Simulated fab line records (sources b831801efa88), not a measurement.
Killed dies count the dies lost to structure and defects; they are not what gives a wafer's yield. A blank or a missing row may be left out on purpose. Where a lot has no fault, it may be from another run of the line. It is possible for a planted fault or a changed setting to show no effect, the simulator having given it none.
Comparing a struck lot with a sound one	flow gf180mcu	14 steps out of a route of 602
Sound: the wafers L584.4, L584.5, L584.6. Wafers L592.2, L592.3, L592.5 were the ones struck. The cause is given at the end.
Per side, at each step with rows, come the tool, then ch with its chambers, and then its first start. Under that, the readings that differ: sound wafers	struck wafers	difference of the means	sigmas: that difference in standard deviations of wafers without a fault.
alike: same words and numbers on both sides, and readings whose means sit less than 2 such deviations apart. not compared: any withheld reading, any reading some wafer has no value for, any bound like >300 that may hide the same value, and any number with overlapping values for which the record gives no deviation.
The two part at a step that has a row with sigmas, a row that says differs or no value, or rows on one side only. Non-overlapping numbers with no deviation appear without sigmas and do not part them. Lack of a reading on every wafer of one side parts them only where that side has two or more wafers.

GF_M3_SPUTTER_01: material TiN, target thk 30 nm, time 25 s.
  sound: pvdSputter-01 at day 21 16:29; struck: pvdSputter-03 at day 24 09:08
reading	sound	struck	difference	sigmas
throttleValvePct (%)	28.8 31.9 31.5	27.7 29.7 28.0	-2.3	-2
GF_M3_SPUTTER_02: material AlCu, target thk 450 nm, time 23.9 s.
  sound: pvdSputter-01 at day 21 16:31; struck: pvdSputter-03 at day 24 09:10
  alike: throttleValvePct
GF_M3_SPUTTER_03: material Ti, target thk 10 nm, time 6.7 s.
  sound: pvdSputter-01 at day 21 16:32; struck: pvdSputter-03 at day 24 09:12
  alike: throttleValvePct
GF_M3_SPUTTER_04: material TiN, target thk 50 nm, time 41.7 s.
  sound: pvdSputter-01 at day 21 16:34; struck: pvdSputter-03 at day 24 09:13
  alike: throttleValvePct
GF_M3_RS_MEAS_05: a four-point-probe measurement.
  sound: filmMetro-04 at day 21 16:40; struck: filmMetro-04 at day 24 09:17
  alike: M3_ALCU_RS
GF_M3_THK_MEAS_06: measures by xrf.
  sound: filmMetro-04 at day 21 16:45; struck: filmMetro-04 at day 24 09:23
  alike: M3_ALCU_THK
then, 6 steps without rows for these wafers: GF_M3_DEHYDRATE_07 (time 60 s); GF_M3_HMDS_08 (prime time 60 s); GF_M3_COAT_09 (resist thk 1000 nm); GF_M3_SOFTBAKE_10 (time 60 s); GF_M3_EXPOSE_11 (exposes mask Metal3, target cd 280 nm); GF_M3_PEB_12 (peb time 90 s).
GF_M3_DEVELOP_13: develop time 60 s.
  sound on lithoTrack-04 ch 0, day 22 15:27; struck on lithoTrack-02, day 25 07:03
  no value came back on the struck wafers for chillPlateTempC (C), developTimeS (s); on the sound wafers chillPlateTempC (C) reads 23.11 22.95 23.13
reading	sound	struck	difference	sigmas
model.KrF_of_M3_COAT_09.thkNm (nm)	985.5 985.6 984.5	1000 1001 999	+15	
GF_M3_CD_MEAS_14: the cd target is 280 nm.
  sound: cdSem-02 at day 22 15:35; struck: cdSem-01 at day 25 07:12
reading	sound	struck	difference	sigmas
cdNm (nm)	279.0 279.0 279.4	- - -	no value on the struck wafers	

== WHERE THEY PART ==
First at GF_M3_SPUTTER_01; last, within this record, at GF_M3_CD_MEAS_14.

WHY: what the simulator had put in
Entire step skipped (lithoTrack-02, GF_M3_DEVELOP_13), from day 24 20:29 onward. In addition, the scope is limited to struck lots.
